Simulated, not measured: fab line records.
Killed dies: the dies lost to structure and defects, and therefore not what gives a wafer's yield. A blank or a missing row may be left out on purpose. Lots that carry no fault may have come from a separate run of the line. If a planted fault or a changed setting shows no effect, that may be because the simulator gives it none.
A struck lot beside a sound one + flow sky130 + 28 steps out of a route of 708
Sound: wafers L824.1, L824.4, L824.6. Struck: wafers L833.3, L833.4. (L833.5 of the same lot was not struck and is left out.) The cause comes at the end.
Each step with rows lists, per side, the tool, then ch with its chambers, then its first start. Under that, the readings that differ: sound wafers + struck wafers + difference of the means + sigmas: that difference in standard deviations of wafers without a fault.
alike: a reading whose means differ by less than 2 such deviations, as well as words and numbers matching on both sides. not compared: withheld readings; readings where some wafer has no value; bounds like >300 that might hide an equal value; numbers whose values overlap and for which the record gives no deviation.
The two part at a step that has a row with sigmas, a row that says differs or no value, or rows on one side only. Non-overlapping numbers with no deviation appear without sigmas and do not part them. A reading missing from all wafers of one side parts the sides only when that side holds two or more wafers.

first, 5 steps without rows for these wafers: SKY_VIA4_STRIP_14 (strips in post etch residue remover, time 1200 s); SKY_VIA4_CLEAN_15 (cleans in IPA, time 180 s); SKY_VIA4_CLEAN_16 (cleans in O3/DIW); SKY_VIA4_SPUTTER_17 (material TiN, target thk 20 nm, time 80 s); SKY_VIA4_CVD_18 (deposits W, target thk 505 nm, time 152.14 s).
SKY_VIA4_RS_MEAS_19: the measuring method here is four-point-probe.
  sound: film-metro-01 at day 43 00:47; struck: film-metro-04 at day 45 13:25
  alike: VIA4_W_RS
SKY_VIA4_THK_MEAS_20: measures by xrf.
  sound: film-metro-01 at day 43 00:55; struck: film-metro-04 at day 45 13:31
  alike: VIA4_W_THK
then, 2 steps without rows for these wafers: SKY_VIA4_CMP_21 (polishes, stops on SiO2, t overpolish 25 s, target thk 0 nm); SKY_METAL5_SPUTTER_00 (material Ti, target thk 15 nm, time 10 s).
SKY_METAL5_SPUTTER_01: material TiN, target thk 20 nm, time 16.7 s.
  sound: pvd-sputter-03 at day 43 01:18; struck: pvd-sputter-04 at day 45 13:53
  alike: throttle-valve-pct
SKY_METAL5_SPUTTER_02: material AlCu, target thk 1150 nm, time 61.2 s.
  sound: pvd-sputter-03 at day 43 01:19; struck: pvd-sputter-04 at day 45 13:55
  alike: throttle-valve-pct
SKY_METAL5_SPUTTER_03: material Ti, target thk 5 nm, time 3.3 s.
  sound: pvd-sputter-03 at day 43 01:22; struck: pvd-sputter-04 at day 45 13:58
  alike: throttle-valve-pct
SKY_METAL5_SPUTTER_04: material TiN, target thk 70 nm, time 58.3 s.
  sound: pvd-sputter-03 at day 43 01:23; struck: pvd-sputter-04 at day 45 13:59
| reading                                    | sound             | struck      | difference | sigmas |
|--------------------------------------------|-------------------|-------------|------------|--------|
| model.TiN_of_METAL5_SPUTTER_04.thk-nm (nm) | 69.89 70.26 70.48 | 63.86 63.95 | -6.31      |        |
  alike: throttle-valve-pct
SKY_METAL5_RS_MEAS_05: the measuring method here is four-point-probe.
  sound: film-metro-01 at day 43 01:26; struck: film-metro-01 at day 45 14:04
  alike: METAL5_ALCU_RS
SKY_METAL5_THK_MEAS_06: measures by xrf.
  sound: film-metro-01 at day 43 01:34; struck: film-metro-01 at day 45 14:10
  alike: METAL5_ALCU_THK
then, 7 steps without rows for these wafers: SKY_METAL5_DEHYDRATE_07 (time 60 s); SKY_METAL5_HMDS_08 (prime time 60 s); SKY_METAL5_COAT_09 (resist thk 1800 nm); SKY_METAL5_SOFTBAKE_10 (time 60 s); SKY_METAL5_EXPOSE_11 (exposes mask MM5, target cd 1600 nm); SKY_METAL5_PEB_12; SKY_METAL5_DEVELOP_13 (develop time 60 s).
SKY_METAL5_DESCUM_14: chemistry O2, time 11 s.
  sound on rie-metal-02 ch 0,1, day 43 23:59; struck on rie-metal-01 ch 0,1, day 46 10:44
| reading                     | sound       | struck  | difference | sigmas |
|-----------------------------|-------------|---------|------------|--------|
| drypump-motor-current-A (A) | 6.0 6.6 6.7 | 5.3 5.5 | -1.0       | -3     |
  alike: chamber-pressure-mTorr, he-backside-leak-sccm, oes-product-au
  not compared: rf-hours-counter-h
then, 1 step without rows for these wafers: SKY_METAL5_METAL_ETCH_15 (etches the open film in Cl2/BCl3, stops on SiO2, target depth 1260 nm, time 252 s).
SKY_METAL5_STRIP_16: strips in O2/N2.
  sound on plasma-asher-04 ch 0,1, day 44 00:15; struck on plasma-asher-02 ch 0,1, day 46 11:02
  alike: chamber-pressure-mTorr, drypump-motor-current-A, oes-product-au, strip-time-to-endpoint-s
  not compared: rf-hours-counter-h
SKY_METAL5_STRIP_17: strips in post etch residue remover, time 1200 s.
  sound on wet-bench-04 ch 0, day 44 00:21; struck on wet-bench-04 ch 2, day 46 11:06
| reading                                    | sound             | struck      | difference | sigmas |
|--------------------------------------------|-------------------|-------------|------------|--------|
| model.TiN_of_METAL5_SPUTTER_04.thk-nm (nm) | 69.47 69.84 70.06 | 63.44 63.53 | -6.31      |        |
then, 1 step without rows for these wafers: SKY_METAL5_CLEAN_18 (cleans in IPA, time 180 s).
SKY_PAD_OPEN_PROBE_99:
  sound: prober-01 at day 45 22:55; struck: prober-02 at day 48 06:06
  alike: defect-limited-yield, killed_at_M0_to_M3, killed_at_M4_up, killed-at-contacts, killed-at-front-end, killed-at-other, killed-dies, killed-on-rim, killed-open, killed-short, sort_bin_3_pad_short, sort_bin_5_function, sort_bin_6_memory, sort-n-pass, sort-yield-pct

== WHERE THEY PART ==
Only at SKY_METAL5_DESCUM_14, within this record. Later steps at which nothing parts them and some readings are alike: SKY_METAL5_STRIP_16, SKY_PAD_OPEN_PROBE_99.

WHY: what had been put in by the simulator
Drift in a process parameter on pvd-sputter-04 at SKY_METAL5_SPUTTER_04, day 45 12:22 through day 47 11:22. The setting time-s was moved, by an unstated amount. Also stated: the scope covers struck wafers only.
